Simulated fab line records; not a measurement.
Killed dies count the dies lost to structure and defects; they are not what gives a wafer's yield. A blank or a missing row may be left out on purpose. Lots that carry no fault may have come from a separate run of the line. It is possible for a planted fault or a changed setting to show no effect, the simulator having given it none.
Comparing a struck lot with a sound one + flow gf180mcu + 16 out of 602 route steps
Sound: wafers L499.1, L499.4, L499.5. Wafers struck: L515.1, L515.3, L515.4. At the end, the cause is stated.
Order at every step that has rows: each side's tool, ch and its chambers, its first start. Under that, the readings that differ: sound wafers + struck wafers + difference of the means + sigmas: that difference in standard deviations of wafers without a fault.
alike: readings with means less than 2 such deviations apart, plus words and numbers identical on both sides. not compared: withheld readings, readings lacking a value on some wafer, bounds such as >300 that could conceal the same value, and numbers that have no deviation in the record and whose values overlap.
A row with sigmas, a row that says differs or no value, or rows on one side alone: a step with any of these is where the two part. Numbers that don't overlap but have no deviation are shown without sigmas and don't part them. A reading missing from all wafers of one side parts the sides only when that side holds two or more wafers.

GF_TOP_METAL_SPUTTER_04: material TiN, target thk 25 nm, time 20.8 s.
  sound on pvd-sputter-02 at day 29 17:20; struck on pvd-sputter-03 at day 33 17:23
  alike: throttle-valve-pct
GF_TOP_METAL_RS_MEAS_05: uses a four-point probe to measure.
  sound on film-metro-01 at day 29 17:22; struck on film-metro-02 at day 33 17:25
  alike: TOP_METAL_ALCU_RS
GF_TOP_METAL_THK_MEAS_06: measures by xrf.
  sound on film-metro-01 at day 29 17:29; struck on film-metro-02 at day 33 17:32
  alike: TOP_METAL_ALCU_THK
then, 7 steps without rows for these wafers: GF_TOP_METAL_DEHYDRATE_07 (time 60 s); GF_TOP_METAL_HMDS_08 (prime time 60 s); GF_TOP_METAL_COAT_09 (resist thk 1500 nm); GF_TOP_METAL_SOFTBAKE_10 (time 60 s); GF_TOP_METAL_EXPOSE_11 (exposes mask MetalTop, target cd 440 nm); GF_TOP_METAL_PEB_12; GF_TOP_METAL_DEVELOP_13 (develop time 60 s).
GF_TOP_METAL_CD_MEAS_14 targets a cd of 440 nm.
  sound on cd-sem-01 at day 30 11:06; struck on cd-sem-01 at day 34 08:22
  alike: cd-nm
GF_TOP_METAL_OVL_MEAS_15:
  sound on overlay-02 at day 30 11:13; struck on overlay-01 at day 34 08:29
  alike: TOP_METAL_OVL
GF_TOP_METAL_METAL_ETCH_16: etches the open film in Cl2/BCl3, stops on SiO2, target depth 1077.5 nm, time 179.6 s.
  sound on rie-metal-02 ch 0, day 30 11:16; struck on rie-metal-02 ch 0,1, day 34 08:31
| reading                                        | sound                | struck               | difference | sigmas |
|------------------------------------------------|----------------------|----------------------|------------|--------|
| oes-product-au (a.u.)                          | 0.968 0.975 0.969    | 0.836 0.834 0.844    | -0.133     | -20    |
| throttle-valve-pct (%)                         | 28.265 28.258 28.263 | 28.411 28.388 28.415 | +0.143     | +13    |
| model.etch.depth-nm (nm)                       | 1035 1023 1027       | 795.5 797 805.9      | -228.9     |        |
| model.TOP_METAL.feature-depth-nm (nm)          | 1035 1023 1027       | 795.5 797 805.9      | -228.9     |        |
| model.NOVOLAK_of_TOP_METAL_COAT_09.thk-nm (nm) | 1080 1082 1087       | 1177 1183 1177       | +96        |        |
  alike: drypump-motor-current-A
  not compared: rf-hours-counter-h
GF_TOP_METAL_STRIP_17: strips in O2/N2.
  sound on plasma-asher-03 ch 1, day 30 11:29; struck on plasma-asher-04 ch 0,1, day 34 08:45
| reading                      | sound             | struck            | difference | sigmas |
|------------------------------|-------------------|-------------------|------------|--------|
| strip-time-to-endpoint-s (s) | 13.59 13.59 13.66 | 14.68 14.74 14.68 | +1.09      | +11    |
  alike: drypump-motor-current-A, heater-power-w, oes-product-au, platen-temp-c
  not compared: rf-hours-counter-h
then, 1 step without rows for these wafers: GF_TOP_METAL_STRIP_18 (strips in post etch residue remover, time 1200 s).
GF_PASSIVATION_PROBE_99:
  sound on prober-01 at day 31 08:04; struck on prober-02 at day 35 02:34
| reading                           | sound | struck | difference | sigmas |
|-----------------------------------|-------|--------|------------|--------|
| model.etest.pplus_sal_6v.short    | 0 0 0 | 1 1 1  | +1         |        |
| model.etest.dnwell-pinched.short  | 0 0 0 | 1 1 1  | +1         |        |
| model.etest.pmos_3p3.short        | 0 0 0 | 1 1 1  | +1         |        |
| model.etest.via2-chain.short      | 0 0 0 | 1 1 1  | +1         |        |
| model.etest.nmos_3p3.short        | 0 0 0 | 1 1 1  | +1         |        |
| model.etest.contact-to-gate.short | 0 0 0 | 1 1 1  | +1         |        |
| model.etest.pmos_6p0.over-limit   | 0 0 0 | 1 1 1  | +1         |        |
| model.etest.nldd_3p3.short        | 0 0 0 | 1 1 1  | +1         |        |

## WHERE THEY PART
Last at GF_TOP_METAL_STRIP_17 as far as this record goes, first at GF_TOP_METAL_METAL_ETCH_16.

WHY: what had been put in by the simulator
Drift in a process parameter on rie-metal-02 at GF_TOP_METAL_METAL_ETCH_16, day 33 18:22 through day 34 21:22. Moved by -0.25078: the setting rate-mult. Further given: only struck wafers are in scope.
